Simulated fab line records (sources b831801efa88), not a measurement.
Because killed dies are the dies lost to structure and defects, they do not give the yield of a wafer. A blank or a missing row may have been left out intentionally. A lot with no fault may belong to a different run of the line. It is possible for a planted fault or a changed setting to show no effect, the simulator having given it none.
8D (eight disciplines) problem report, filled in by code ; flow sfq line ; the parts of the form that need people (team, actions taken, sign-off) are left out

1. WHAT WENT WRONG
Wafers without a fault read 69.9 s, standard deviation 0.38; run length s at SFQ_TRILAYER_I1_VIA_BARC_OPEN_VIA_ETCH_071 reads a mean of 78.8 s on 2 wafers belonging to 2 lots. That puts it +23 standard deviations away from the usual mean.
The step: etches BARC in O2, target depth 125 nm, time 41.7 s.
Seen first at day 34 02:25 on rie diel-04, wafer L498.4. The record has a number at this step for 16 wafers belonging to 6 lots. Rule for "out", or "out of limits": more than 4 standard deviations from the usual mean. The rest of the wafers with a number are treated as sound.

2. WHAT IT IS; WHAT IT IS NOT
question;is;is not
which readings at this step;run length s, oes product au;drypump motor current A
which lots;L498, L501;L490, L492, L494, L502
which wafers of those lots;L498.4, L501.4;L498.2, L501.2
read on which tools;rie diel-04;rie diel-01
when;from day 34 02:25;"up to then (10 sound wafers); but 4 sound wafers of L501, L502 came after"

3. THE SUSPECTS, EACH WITH WHAT RULES IT OUT
Counting: if a tool at a process step up to the reading ran every lot that is out, it stays a suspect. Sound lots after the first of them don't rule it out here, since some wafers of a struck lot are sound.
- pecvd-02 at SFQ_TRILAYER_I1_DEP_PECVD_045 (deposits SiO2 from SiH4/N2O, time 111.11 s, target thk 500 nm): kept. It ran every lot that is out, first L498 (day 27 07:20).
- film metro-04 at SFQ_TRILAYER_I1_METRO_MEASURE_047: kept. It processed each lot that is out (first: L498, day 27 12:58); up to then, its last sound lot is L492 (day 26 21:13).
- rie diel-04 at SFQ_TRILAYER_I1_VIA_BARC_OPEN_VIA_ETCH_071 (etches BARC in O2, target depth 125 nm, time 41.7 s): kept. It processed each lot that is out (first: L498, day 34 02:25); up to then, its last sound lot is L492 (day 33 13:06). On those wafers its own readings are out: oes product au, run length s.
- At SFQ_TRILAYER_I1_DEP_PECVD_045 on pecvd-02, chamber 2 took the sound wafers of the same lots and chamber 1 took the wafers that are out.
Left after counting: pecvd-02 at SFQ_TRILAYER_I1_DEP_PECVD_045, film metro-04 at SFQ_TRILAYER_I1_METRO_MEASURE_047, rie diel-04 at SFQ_TRILAYER_I1_VIA_BARC_OPEN_VIA_ETCH_071.

4. THE CAUSE (what the simulator had put in)
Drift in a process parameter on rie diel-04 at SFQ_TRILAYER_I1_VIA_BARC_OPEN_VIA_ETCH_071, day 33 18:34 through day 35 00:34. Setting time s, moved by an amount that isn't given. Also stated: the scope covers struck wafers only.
Of the 3 suspects that counting leaves, this tool is one.

5. THE CHAIN OF EFFECTS, in route order
Each row: a reading where the mean over the struck wafers with a number is more than 3 standard deviations away from the usual. Only readings for which the record gives a usual standard deviation are gone through. hours: the time from each lot's start at the first step in this table that gives one to its start at this step, as a median over the lots. sigmas: the change in usual standard deviations.
hours;step;reading;usual;on struck wafers;change;sigmas
0;SFQ_TRILAYER_I1_VIA_BARC_OPEN_VIA_ETCH_071;oes product au;0.686 a.u.;0.629;-0.057;-11
0;SFQ_TRILAYER_I1_VIA_BARC_OPEN_VIA_ETCH_071;run length s;69.9 s;78.8;+8.9;+23
It contains these process steps:
- SFQ_TRILAYER_I1_VIA_BARC_OPEN_VIA_ETCH_071: etches BARC in O2, target depth 125 nm, time 41.7 s.

6. WHAT WOULD HAVE CAUGHT IT SOONER
In this record the first reading out of limits was taken at day 34 02:25, 8 hours after the fault began at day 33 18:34.
